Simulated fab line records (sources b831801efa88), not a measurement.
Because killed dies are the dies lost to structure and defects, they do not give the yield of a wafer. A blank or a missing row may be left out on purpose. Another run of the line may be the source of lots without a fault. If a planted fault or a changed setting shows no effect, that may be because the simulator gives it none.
What tool caused it? || flow sky130 || 36 wafers from 12 lots sampled at 5 of the route's 708 steps

## WHAT THE GAUGES READ, wafer by wafer
SKY_VIA1_CD_MEAS_12 targets a cd of 150 nm.
{"lot": "L075", "measured": "day 34 00:47", "on": "cd sem-02", "cd nm (nm)": "148.5 148.8 149.1"}
{"lot": "L078", "measured": "day 35 18:53", "on": "cd sem-01", "cd nm (nm)": "149.4 149.9 149.1"}
{"lot": "L080", "measured": "day 36 04:01", "on": "cd sem-01", "cd nm (nm)": "149.8 149.2 150.0"}
{"lot": "L082", "measured": "day 36 12:20", "on": "cd sem-01", "cd nm (nm)": "147.9 148.3 147.1"}
{"lot": "L084", "measured": "day 36 21:31", "on": "cd sem-02", "cd nm (nm)": "149.8 148.4 149.6"}
{"lot": "L085", "measured": "day 37 06:14", "on": "cd sem-01", "cd nm (nm)": "147.5 149.6 150.6"}
{"lot": "L087", "measured": "day 37 22:46", "on": "cd sem-01", "cd nm (nm)": "152.4 151.9 152.1"}
{"lot": "L089", "measured": "day 38 10:40", "on": "cd sem-02", "cd nm (nm)": "149.7 149.1 149.9"}
{"lot": "L091", "measured": "day 38 23:59", "on": "cd sem-01", "cd nm (nm)": "147.5 148.0 146.3"}
{"lot": "L093", "measured": "day 39 19:19", "on": "cd sem-01", "cd nm (nm)": "149.6 148.6 148.7"}
{"lot": "L095", "measured": "day 40 02:29", "on": "cd sem-02", "cd nm (nm)": "149.1 148.8 149.1"}
{"lot": "L097", "measured": "day 40 17:10", "on": "cd sem-02", "cd nm (nm)": "147.1 148.0 147.3"}

## WHICH TOOL RAN EACH LOT (tool, then ch and the chambers of the sampled wafers, then the start)
{"lot": "L075", "SKY_CONTACT_SPUTTER_23": "pvd sputter-03, day 31 17:22", "SKY_METAL1_SPUTTER_01": "pvd sputter-01, day 31 18:03", "SKY_METAL1_SPUTTER_02": "pvd sputter-01, day 31 18:04", "SKY_METAL1_DESCUM_17": "rie metal-01 ch 1, day 32 20:48"}
{"lot": "L078", "SKY_CONTACT_SPUTTER_23": "pvd sputter-03, day 33 11:41", "SKY_METAL1_SPUTTER_01": "pvd sputter-03, day 33 12:22", "SKY_METAL1_SPUTTER_02": "pvd sputter-03, day 33 12:23", "SKY_METAL1_DESCUM_17": "rie metal-02 ch 0,1, day 34 15:28"}
{"lot": "L080", "SKY_CONTACT_SPUTTER_23": "pvd sputter-02, day 33 21:02", "SKY_METAL1_SPUTTER_01": "pvd sputter-03, day 33 21:43", "SKY_METAL1_SPUTTER_02": "pvd sputter-03, day 33 21:44", "SKY_METAL1_DESCUM_17": "rie metal-02 ch 0,1, day 35 01:20"}
{"lot": "L082", "SKY_CONTACT_SPUTTER_23": "pvd sputter-02, day 34 05:43", "SKY_METAL1_SPUTTER_01": "pvd sputter-01, day 34 06:23", "SKY_METAL1_SPUTTER_02": "pvd sputter-01, day 34 06:25", "SKY_METAL1_DESCUM_17": "rie metal-01 ch 0,1, day 35 09:00"}
{"lot": "L084", "SKY_CONTACT_SPUTTER_23": "pvd sputter-04, day 34 14:10", "SKY_METAL1_SPUTTER_01": "pvd sputter-01, day 34 14:50", "SKY_METAL1_SPUTTER_02": "pvd sputter-01, day 34 14:52", "SKY_METAL1_DESCUM_17": "rie metal-01 ch 0,1, day 35 17:27"}
{"lot": "L085", "SKY_CONTACT_SPUTTER_23": "pvd sputter-03, day 34 23:47", "SKY_METAL1_SPUTTER_01": "pvd sputter-04, day 35 00:27", "SKY_METAL1_SPUTTER_02": "pvd sputter-04, day 35 00:29", "SKY_METAL1_DESCUM_17": "rie metal-02 ch 0,1, day 36 02:51"}
{"lot": "L087", "SKY_CONTACT_SPUTTER_23": "pvd sputter-03, day 35 16:02", "SKY_METAL1_SPUTTER_01": "pvd sputter-01, day 35 16:42", "SKY_METAL1_SPUTTER_02": "pvd sputter-01, day 35 16:44", "SKY_METAL1_DESCUM_17": "rie metal-02 ch 0,1, day 36 18:32"}
{"lot": "L089", "SKY_CONTACT_SPUTTER_23": "pvd sputter-03, day 36 03:25", "SKY_METAL1_SPUTTER_01": "pvd sputter-04, day 36 04:05", "SKY_METAL1_SPUTTER_02": "pvd sputter-04, day 36 04:07", "SKY_METAL1_DESCUM_17": "rie metal-02 ch 0,1, day 37 06:23"}
{"lot": "L091", "SKY_CONTACT_SPUTTER_23": "pvd sputter-02, day 36 17:45", "SKY_METAL1_SPUTTER_01": "pvd sputter-03, day 36 18:25", "SKY_METAL1_SPUTTER_02": "pvd sputter-03, day 36 18:27", "SKY_METAL1_DESCUM_17": "rie metal-02 ch 0,1, day 37 21:37"}
{"lot": "L093", "SKY_CONTACT_SPUTTER_23": "pvd sputter-02, day 37 14:14", "SKY_METAL1_SPUTTER_01": "pvd sputter-01, day 37 15:01", "SKY_METAL1_SPUTTER_02": "pvd sputter-01, day 37 15:03", "SKY_METAL1_DESCUM_17": "rie metal-02 ch 0,1, day 38 17:20"}
{"lot": "L095", "SKY_CONTACT_SPUTTER_23": "pvd sputter-02, day 37 22:20", "SKY_METAL1_SPUTTER_01": "pvd sputter-01, day 37 23:00", "SKY_METAL1_SPUTTER_02": "pvd sputter-01, day 37 23:02", "SKY_METAL1_DESCUM_17": "rie metal-02 ch 0, day 39 00:27"}
{"lot": "L097", "SKY_CONTACT_SPUTTER_23": "pvd sputter-03, day 38 13:29", "SKY_METAL1_SPUTTER_01": "pvd sputter-03, day 38 14:10", "SKY_METAL1_SPUTTER_02": "pvd sputter-03, day 38 14:11", "SKY_METAL1_DESCUM_17": "rie metal-01 ch 0,1, day 39 14:59"}
- SKY_CONTACT_SPUTTER_23: material TiN, target thk 20 nm, time 80 s.
- SKY_METAL1_SPUTTER_01: material TiN, target thk 20 nm, time 16.7 s.
- SKY_METAL1_SPUTTER_02: material AlCu, target thk 250 nm, time 13.3 s.
- SKY_METAL1_DESCUM_17: chemistry O2, time 8 s.

## THE ANSWER, worked out from the rows above alone
Rule: what is usual is taken from the lots themselves. Put in order of their means at a reading, lots are off if they are a third of the lots or fewer, leave a main group of 4 or more, and stand apart from it by a gap of 3 or more times the standard deviation of the main group's means; of several such gaps the widest counts. A main group whose means are all the same, to the digits that the tables above print for the reading, isn't used. A lot without any number at a reading at which 4 lots or more have one is off too. Any other lot the step has rows for is counted as sound.
None of the lots is off at any reading shown; this tells nothing.

## WHAT WAS PUT IN BY THE SIMULATOR
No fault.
